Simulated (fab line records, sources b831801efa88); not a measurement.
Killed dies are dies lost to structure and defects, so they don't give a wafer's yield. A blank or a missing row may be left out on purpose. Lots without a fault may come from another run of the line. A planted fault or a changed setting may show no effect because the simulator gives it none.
Chamber matching | flow sky130 | SKY_VIA4_ETCH_12 on rie_diel-03: 4 sister chambers
The step etches SiO2 in C4F8/O2/Ar, stops on TiN, target depth 580 nm. 4 wafers are shown with their chamber, then 8 later ones without.

WAFERS WITH THEIR CHAMBER
wafer  | chamber | bias_w (W)
L346.2 | 3       | 1198
L354.1 | 2       | 1197
L354.3 | 1       | 1197
L356.1 | 0       | 1199

WAFERS WITHOUT THEIR CHAMBER
wafer  | bias_w (W)
L356.3 | 1198
L356.5 | 1200
L365.1 | 1201
L365.3 | 1199
L365.5 | 1201
L367.2 | 1200
L367.3 | 1204
L367.4 | 1201

WHICH CHAMBER EACH WENT THROUGH
wafer  | from the rows above               | in truth
L356.3 | can't be placed: 3 or 0 or 1 or 2 | 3
L356.5 | can't be placed: 0 or 3 or 1 or 2 | 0
L365.1 | can't be placed: 0 or 3 or 1 or 2 | 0
L365.3 | can't be placed: 0 or 3 or 1 or 2 | 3
L365.5 | can't be placed: 0 or 3 or 1 or 2 | 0
L367.2 | can't be placed: 0 or 3 or 1 or 2 | 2
L367.3 | can't be placed: 0 or 3 or 1 or 2 | 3
L367.4 | can't be placed: 0 or 3 or 1 or 2 | 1
Placed correctly: 0 of 8. Can't be placed from these rows: 8 (the true chamber is among the candidates in 8). Placed wrongly: 0.
How it was worked out, from the rows above alone: a wafer's distance from a chamber is the root of the sum, over the readings, of the square of ((its reading less the chamber's mean) divided by the reading's scatter). The wafer belongs to the nearest chamber; if the next one is less than 2 further off, it can't be placed. A chamber's mean is the mean of its shown wafers. The scatter: with one shown wafer a chamber, the root of the mean of the squares of how far each hidden wafer lies from its nearest shown one.
